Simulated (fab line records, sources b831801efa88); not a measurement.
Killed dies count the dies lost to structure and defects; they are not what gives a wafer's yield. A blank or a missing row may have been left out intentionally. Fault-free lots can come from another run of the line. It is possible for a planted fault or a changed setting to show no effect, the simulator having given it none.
A struck lot beside a sound one | flow sky130 | 17 steps out of a route of 708
Sound: the wafers L597.1, L597.2, L597.3. Struck: wafers L596.3, L596.4, L596.5. The cause is named last.
For every step that has rows: the tool of each side, followed by ch and its chambers, followed by its first start. Under that, the readings that differ: sound wafers | struck wafers | difference of the means | sigmas: that difference in standard deviations of wafers without a fault.
alike: readings whose means differ by less than 2 such deviations, and words and numbers that are the same on both sides. not compared: withheld readings, readings that some wafer has no value for, bounds like >300 that may hide the same value, and numbers for which the record gives no deviation and whose values overlap.
The two part at a step that has a row with sigmas, a row that says differs or no value, or rows on one side only. When numbers do not overlap yet have no deviation, they are printed without sigmas and do not part them. A reading missing from all wafers of one side parts the sides only when that side holds two or more wafers.

SKY_VIA1_CMP_02: polishes SiO2.
  sound on cmp-02 ch 0,2,3, day 34 06:16; struck on cmp-02 ch 0,2,3, day 34 09:32
  alike: motor current A, platen rpm, slurry filter dp kPa
SKY_VIA1_BOW_MEAS_03:
  sound on film metro-04, day 34 06:34; struck on film metro-04, day 34 09:53
  alike: VIA1_BOW
then, 8 steps without rows for these wafers: SKY_VIA1_DEHYDRATE_04 (time 60 s); SKY_VIA1_HMDS_05 (prime time 60 s); SKY_VIA1_COAT_06 (resist thk 60 nm); SKY_VIA1_COAT_07 (resist thk 450 nm); SKY_VIA1_SOFTBAKE_08 (time 90 s); SKY_VIA1_EXPOSE_09 (exposes mask VIM, target cd 150 nm); SKY_VIA1_PEB_10; SKY_VIA1_DEVELOP_11 (develop time 60 s).
SKY_VIA1_CD_MEAS_12 targets a cd of 150 nm.
  sound on cd sem-02, day 35 08:50; struck on cd sem-02, day 35 12:01
  alike: cd nm
SKY_VIA1_OVL_MEAS_13:
  sound on overlay-02, day 35 08:57; struck on overlay-02, day 35 12:07
  alike: VIA1_OVL
SKY_VIA1_ETCH_14: etches BARC in N2/H2, stops on SiO2, time 45.9 s, target depth 60 nm.
  sound on rie diel-03 ch 1,2,3, day 35 08:59; struck on rie diel-03 ch 1,3, day 35 12:08
  reading                                     | sound             | struck            | difference | sigmas
  rf fwd power W (W)                          | 494.2 495.8 498.5 | 573.9 575.0 572.4 | +77.6      | +41
  model.KrF-thick_of_VIA1_COAT_07.thk nm (nm) | 393.7 393.6 394.8 | 387.8 387.4 385.6 | -7.1       |
  alike: drypump motor current A, n2 flow sccm, oes product au, throttle valve pct
  not compared: rf hours counter h
SKY_VIA1_ETCH_15: etches SiO2 in C4F8/O2/Ar, stops on TiN, target depth 351 nm, time 54 s.
  sound on rie diel-03 ch 1,2,3, day 35 09:01; struck on rie diel-03 ch 1,3, day 35 12:10
  reading                                     | sound             | struck            | difference | sigmas
  model.KrF-thick_of_VIA1_COAT_07.thk nm (nm) | 322.5 323.1 324.3 | 317.8 316.2 314.7 | -7.1       |
  alike: oes product au, rf fwd power W
  not compared: rf hours counter h
SKY_VIA1_STRIP_16: strips in O2/N2.
  sound on plasma asher-04 ch 0,1, day 35 09:04; struck on plasma asher-04 ch 0,1, day 35 12:15
  reading                      | sound             | struck            | difference | sigmas
  strip time to endpoint s (s) | 4.453 4.471 4.471 | 4.402 4.376 4.372 | -0.082     | -5
  alike: drypump motor current A, n2 flow sccm, oes product au
  not compared: rf hours counter h
then, 1 step without rows for these wafers: SKY_VIA1_STRIP_17 (strips in post etch residue remover, time 1200 s).
-- the record jumps here: 12 days lie between the struck wafers' starts before and after (it left off in module VIA1 and takes up again in module PAD_OPEN, whose first step shown is number 708 of the route) --
SKY_PAD_OPEN_PROBE_99:
  sound on prober-02, day 47 04:26; struck on prober-02, day 47 06:02
  reading                         | sound          | struck         | difference | sigmas
  model.etest.tip sonos.rs ohm sq | 2530 2565 2520 | 2279 2283 2281 | -257       |
  alike: killed_at_M0_to_M3, killed_at_M4_up, killed at contacts, killed at front end, killed at other, killed dies, killed on rim, killed open, killed short

== WHERE THEY PART ==
Last at SKY_VIA1_STRIP_16 as far as this record goes, first at SKY_VIA1_ETCH_14. Later steps at which nothing parts them and some readings are alike: SKY_PAD_OPEN_PROBE_99.

WHY: what the simulator had put in
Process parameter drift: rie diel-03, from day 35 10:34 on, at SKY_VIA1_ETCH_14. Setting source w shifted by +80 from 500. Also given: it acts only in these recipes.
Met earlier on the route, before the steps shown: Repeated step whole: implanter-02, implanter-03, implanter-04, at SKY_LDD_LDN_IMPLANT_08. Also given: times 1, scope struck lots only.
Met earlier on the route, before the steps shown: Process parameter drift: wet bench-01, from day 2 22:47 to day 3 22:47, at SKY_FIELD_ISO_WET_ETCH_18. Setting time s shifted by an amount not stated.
